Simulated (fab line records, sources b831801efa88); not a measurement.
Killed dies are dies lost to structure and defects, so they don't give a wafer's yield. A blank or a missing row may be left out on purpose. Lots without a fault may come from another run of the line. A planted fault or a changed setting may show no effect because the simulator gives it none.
A struck lot beside a sound one | flow sky130 | 16 steps out of a route of 708
Sound: wafers L176.2, L176.4, L176.6. Struck: wafer L166.6. (L166.1, L166.3 of the same lot were not struck and are left out.) The cause comes at the end.
At each step with rows: each side's tool, then ch and its chambers, then its first start. Under that, the readings that differ: sound wafers | struck wafers | difference of the means | sigmas: that difference in standard deviations of wafers without a fault.
alike: readings whose means differ by less than 2 such deviations, and words and numbers that are the same on both sides. not compared: withheld readings, readings that some wafer has no value for, bounds like >300 that may hide the same value, and numbers for which the record gives no deviation and whose values overlap.
The two part at a step that has a row with sigmas, a row that says differs or no value, or rows on one side only. Numbers that don't overlap but have no deviation are shown without sigmas and don't part them. A reading that every wafer of one side lacks parts them only if that side has two wafers or more.

first, 2 steps without rows for these wafers: SKY_METAL3_PEB_11; SKY_METAL3_DEVELOP_12 (develop time 60 s).
SKY_METAL3_CD_MEAS_13: target cd 300 nm.
  sound on cd_sem-02, day 44 19:35; struck on cd_sem-01, day 41 17:14
  alike: cd_nm
SKY_METAL3_OVL_MEAS_14:
  sound on overlay-01, day 44 19:41; struck on overlay-02, day 41 17:21
  alike: METAL3_OVL
SKY_METAL3_DESCUM_15: chemistry O2, time 8 s.
  sound on rie_metal-01 ch 1, day 44 19:43; struck on rie_metal-02 ch 1, day 41 17:23
  alike: drypump_motor_current_A, oes_product_au, rf_fwd_power_W
  not compared: rf_hours_counter_h
SKY_METAL3_ETCH_16: etches BARC in N2/H2, stops on SiO2, time 88.2 s, target depth 60 nm.
  sound on rie_metal-01 ch 1, day 44 19:45; struck on rie_metal-02 ch 1, day 41 17:27
  alike: drypump_motor_current_A, oes_product_au, rf_fwd_power_W, throttle_valve_pct
  not compared: rf_hours_counter_h
then, 1 step without rows for these wafers: SKY_METAL3_ETCH_17 (etches SiO2 in C4F8/O2/Ar, stops on TiN, time 3.9 s, target depth 15 nm).
SKY_METAL3_METAL_ETCH_18: etches the open film in Cl2/BCl3, stops on SiO2, target depth 845 nm, time 183.1 s.
  sound on rie_metal-02 ch 1, day 44 19:55; struck on rie_metal-04 ch 1, day 41 17:40
  alike: bcl3_flow_sccm, drypump_motor_current_A, oes_product_au, rf_fwd_power_W, throttle_valve_pct
  not compared: rf_hours_counter_h
SKY_METAL3_STRIP_19: strips in O2/N2.
  sound on plasma_asher-02 ch 0,1, day 44 20:13; struck on plasma_asher-01 ch 0, day 41 17:51
  reading                     | sound       | struck | difference | sigmas
  drypump_motor_current_A (A) | 5.7 5.7 5.4 | 6.5    | +0.9       | +2
  alike: o2_flow_sccm, oes_product_au, strip_time_to_endpoint_s
  not compared: rf_hours_counter_h
then, 3 steps without rows for these wafers: SKY_METAL3_STRIP_20 (strips in post etch residue remover, time 1200 s); SKY_METAL3_CLEAN_21 (cleans in IPA, time 180 s); SKY_METAL3_CLEAN_22 (cleans in O3/DIW).
SKY_VIA3_HDPCVD_00: deposits SiO2, target thk 1635 nm, time 272.5 s.
  sound on hdpcvd-01 ch 0,1,2, day 44 20:49; struck on hdpcvd-01 ch 2, day 41 18:27
  reading                                  | sound             | struck | difference | sigmas
  run_length_s (s)                         | 299.2 300.5 299.5 | 353.8  | +54.1      | +99 or more
  model.SiO2_of_VIA3_HDPCVD_00.thk_nm (nm) | 1652 1643 1657    | 1965   | +314       |
  alike: sih4_flow_sccm
SKY_VIA3_THK_MEAS_01:
  sound on film_metro-04, day 44 20:59; struck on film_metro-01, day 41 18:37
  reading              | sound          | struck | difference | sigmas
  VIA3_HDPCVD_THK (nm) | 1654 1643 1657 | 1965   | +314       | +22
SKY_VIA3_CMP_02: polishes SiO2.
  sound on cmp-02 ch 2,3, day 44 21:02; struck on cmp-01 ch 3, day 41 18:47
  reading             | sound        | struck | difference | sigmas
  motor_current_A (A) | 8.7 10.9 8.4 | 12.2   | +2.9       | +2
then, 1 step without rows for these wafers: SKY_PAD_OPEN_PROBE_99.

WHERE THEY PART
First at SKY_METAL3_STRIP_19; last, within this record, at SKY_VIA3_CMP_02.

WHY: what the simulator had put in
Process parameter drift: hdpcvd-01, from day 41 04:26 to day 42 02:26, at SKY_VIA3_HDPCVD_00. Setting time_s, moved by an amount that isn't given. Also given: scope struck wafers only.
